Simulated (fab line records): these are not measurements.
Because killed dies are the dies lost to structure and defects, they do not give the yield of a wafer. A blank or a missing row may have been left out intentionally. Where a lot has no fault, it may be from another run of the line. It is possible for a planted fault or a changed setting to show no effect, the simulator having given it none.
Comparing a struck lot with a sound one + flow gf180mcu + 35 out of 602 route steps
Sound: these wafers, L452.1, L452.4, L452.6. Struck: wafers L459.1, L459.5. (L459.4 of the same lot was not struck and is left out.) The cause comes at the end.
For every step that has rows: the tool of each side, followed by ch and its chambers, followed by its first start. Under that, the readings that differ: sound wafers + struck wafers + difference of the means + sigmas: that difference in standard deviations of wafers without a fault.
alike: a reading whose means differ by less than 2 such deviations, as well as words and numbers matching on both sides. not compared: withheld readings; readings where some wafer has no value; bounds like >300 that might hide an equal value; numbers whose values overlap and for which the record gives no deviation.
A row with sigmas, a row that says differs or no value, or rows on one side alone: a step with any of these is where the two part. Non-overlapping numbers with no deviation appear without sigmas and do not part them. A reading missing from all wafers of one side parts the sides only when that side holds two or more wafers.

first, 4 steps without rows for these wafers: GF_V1_SOFTBAKE_10 (time 60 s); GF_V1_EXPOSE_11 (exposes mask Via1, target cd 260 nm); GF_V1_PEB_12 (peb time 90 s); GF_V1_DEVELOP_13 (develop time 60 s).
GF_V1_CD_MEAS_14 targets a cd of 260 nm.
  sound on cdSem-02, day 20 03:38; struck on cdSem-01, day 22 16:31
  alike: cdNm
GF_V1_OVL_MEAS_15:
  sound on overlay-01, day 20 03:46; struck on overlay-01, day 22 16:38
  alike: V1_OVL
then, 1 step without rows for these wafers: GF_V1_ETCH_16 (etches BARC in N2/H2).
GF_V1_ETCH_17: etches SiO2 in C4F8/O2/Ar, stops on TiN, target depth 630 nm.
  sound on rieDiel-03 ch 0,1,3; struck on rieDiel-02 ch 0,2
  alike: oesProductAu
GF_V1_STRIP_18: strips in O2/N2.
  sound on plasmaAsher-02 ch 0,1, day 20 03:56; struck on plasmaAsher-03 ch 0,1, day 22 16:47
  alike: drypumpMotorCurrentA, heaterPowerW, oesProductAu
  not compared: rfHoursCounterH
then, 3 steps without rows for these wafers: GF_V1_STRIP_19 (strips in post etch residue remover, time 1200 s); GF_V1_CLEAN_20 (cleans in DIW); GF_V1_SPUTTER_21 (material Ti, target thk 15 nm, time 80.02 s).
GF_V1_SPUTTER_22: material TiN, target thk 10 nm, time 40 s.
  sound on pvdSputter-02, day 20 04:31; struck on pvdSputter-02, day 22 17:23
| reading                               | sound           | struck      | difference | sigmas |
|---------------------------------------|-----------------|-------------|------------|--------|
| model.TiN_of_V1_SPUTTER_22.thkNm (nm) | 9.813 9.93 9.93 | 16.76 16.67 | +6.82      |        |
  alike: throttleValvePct
GF_V1_CVD_23: deposits W, target thk 350 nm, time 105.05 s.
  sound on cvdW-02 ch 0,1, day 20 04:34; struck on cvdW-02 ch 0,1, day 22 17:26
  alike: heaterPowerW
GF_V1_RS_MEAS_24: measurement is done with a four-point probe.
  sound on filmMetro-02, day 20 04:40; struck on filmMetro-04, day 22 17:32
  alike: V1_W_RS
GF_V1_THK_MEAS_25: measures by xrf.
  sound on filmMetro-02, day 20 04:47; struck on filmMetro-04, day 22 17:40
  alike: V1_W_THK
then, 1 step without rows for these wafers: GF_V1_CMP_26 (polishes, stops on SiO2, t overpolish 15 s, target thk 0 nm).
GF_M2_SPUTTER_00: material Ti, target thk 37.5 nm, time 150 s.
  sound on pvdSputter-01, day 20 05:09; struck on pvdSputter-04, day 22 18:01
  alike: throttleValvePct
GF_M2_SPUTTER_01: material TiN, target thk 30 nm, time 25 s.
  sound on pvdSputter-01, day 20 05:15; struck on pvdSputter-04, day 22 18:07
  alike: throttleValvePct
then, 3 steps without rows for these wafers: GF_M2_SPUTTER_02 (material AlCu, target thk 450 nm, time 23.9 s); GF_M2_SPUTTER_03 (material Ti, target thk 10 nm, time 6.7 s); GF_M2_SPUTTER_04 (material TiN, target thk 50 nm, time 41.7 s).
GF_M2_RS_MEAS_05: measurement is done with a four-point probe.
  sound on filmMetro-02, day 20 05:24; struck on filmMetro-01, day 22 18:14
  alike: M2_ALCU_RS
GF_M2_THK_MEAS_06: measures by xrf.
  sound on filmMetro-02, day 20 05:31; struck on filmMetro-01, day 22 18:22
| reading          | sound       | struck  | difference | sigmas |
|------------------|-------------|---------|------------|--------|
| M2_ALCU_THK (nm) | 437 438 440 | 445 453 | +11        | +2     |
then, 7 steps without rows for these wafers: GF_M2_DEHYDRATE_07 (time 60 s); GF_M2_HMDS_08 (prime time 60 s); GF_M2_COAT_09 (resist thk 1000 nm); GF_M2_SOFTBAKE_10 (time 60 s); GF_M2_EXPOSE_11 (exposes mask Metal2, target cd 280 nm); GF_M2_PEB_12 (peb time 90 s); GF_M2_DEVELOP_13 (develop time 60 s).
GF_M2_CD_MEAS_14 targets a cd of 280 nm.
  sound on cdSem-01, day 21 04:40; struck on cdSem-02, day 23 16:47
  alike: cdNm
GF_M2_OVL_MEAS_15:
  sound on overlay-01, day 21 04:47; struck on overlay-02, day 23 16:55
  alike: M2_OVL
GF_M2_METAL_ETCH_16: etches the open film in Cl2/BCl3, stops on SiO2, target depth 627.5 nm, time 104.6 s.
  sound on rieMetal-03 ch 0,1, day 21 04:49; struck on rieMetal-03 ch 1, day 23 16:57
| reading                      | sound             | struck      | difference | sigmas |
|------------------------------|-------------------|-------------|------------|--------|
| model.etch.depthNm (nm)      | 596.9 597.2 598.8 | 609.2 617.4 | +15.7      |        |
| model.M2.featureDepthNm (nm) | 596.9 597.2 598.8 | 609.2 617.4 | +15.7      |        |
  alike: drypumpMotorCurrentA, oesProductAu, throttleValvePct
  not compared: rfHoursCounterH
then, 1 step without rows for these wafers: GF_M2_STRIP_17 (strips in O2/N2).

== WHERE THEY PART ==
At GF_M2_THK_MEAS_06 and nowhere else, as far as this record goes. Later steps at which nothing parts them and some readings are alike: GF_M2_CD_MEAS_14, GF_M2_OVL_MEAS_15, GF_M2_METAL_ETCH_16.

WHY: the cause the simulator had injected
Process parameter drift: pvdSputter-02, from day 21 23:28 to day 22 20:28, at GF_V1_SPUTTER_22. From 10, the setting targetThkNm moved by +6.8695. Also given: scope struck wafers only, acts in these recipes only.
